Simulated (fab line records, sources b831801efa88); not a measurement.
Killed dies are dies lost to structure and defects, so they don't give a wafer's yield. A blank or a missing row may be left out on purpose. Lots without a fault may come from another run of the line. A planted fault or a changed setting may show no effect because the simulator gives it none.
A struck lot beside a sound one | flow sky130 | 15 steps out of a route of 708
Sound: wafers L130.2, L130.3, L130.5. Struck: wafers L132.1, L132.5, L132.6. The cause comes at the end.
At each step with rows: each side's tool, then ch and its chambers, then its first start. Under that, the readings that differ: sound wafers | struck wafers | difference of the means | sigmas: that difference in standard deviations of wafers without a fault.
alike: readings whose means differ by less than 2 such deviations, and words and numbers that are the same on both sides. not compared: withheld readings, readings that some wafer has no value for, bounds like >300 that may hide the same value, and numbers for which the record gives no deviation and whose values overlap.
The two part at a step that has a row with sigmas, a row that says differs or no value, or rows on one side only. Numbers that don't overlap but have no deviation are shown without sigmas and don't part them. A reading that every wafer of one side lacks parts them only if that side has two wafers or more.

first, 4 steps without rows for these wafers: SKY_LDD_N_IMPLANT_12; SKY_LDD_N_IMPLANT_13; SKY_LDD_N_IMPLANT_14; SKY_LDD_N_IMPLANT_15.
SKY_LDD_N_STRIP_16: strips in O2/N2.
  sound on plasma_asher-02 ch 0,1, day 20 10:27; struck on plasma_asher-02 ch 0,1, day 20 15:45
  alike: drypump_motor_current_A, o2_flow_sccm, oes_product_au, strip_time_to_endpoint_s
  not compared: rf_hours_counter_h
SKY_LDD_N_TW_MEAS_17:
  sound on film_metro-04, day 20 10:34; struck on film_metro-02, day 20 15:51
  alike: LDD_N_TW
then, 6 steps without rows for these wafers: SKY_LDD_P_DEHYDRATE_00 (time 60 s); SKY_LDD_P_HMDS_01 (prime time 60 s); SKY_LDD_P_COAT_02 (resist thk 1140 nm); SKY_LDD_P_SOFTBAKE_03 (time 60 s); SKY_LDD_P_EXPOSE_04 (exposes mask PSDM, target cd 380 nm); SKY_LDD_P_PEB_05.
SKY_LDD_P_DEVELOP_06: develop time 60 s.
  sound on litho_track-01 ch 0, day 21 12:11; struck on litho_track-01 ch 0, day 21 17:40
  reading              | sound             | struck            | difference | sigmas
  developer_temp_C (C) | 22.91 22.84 22.87 | 22.09 22.04 21.81 | -0.89      | -8
SKY_LDD_P_CD_MEAS_07: target cd 380 nm.
  sound on cd_sem-02, day 21 12:20; struck on cd_sem-01, day 21 17:49
  alike: cd_nm
SKY_PAD_OPEN_PROBE_99:
  the record has rows for the sound wafers here (prober-01, day 47 15:01) and none for the struck ones

WHERE THEY PART
First at SKY_LDD_P_DEVELOP_06; last, within this record, at SKY_PAD_OPEN_PROBE_99.

WHY: what the simulator had put in
Process parameter drift: litho_track-01, from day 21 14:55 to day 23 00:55, at SKY_LDD_P_DEVELOP_06. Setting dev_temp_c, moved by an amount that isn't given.
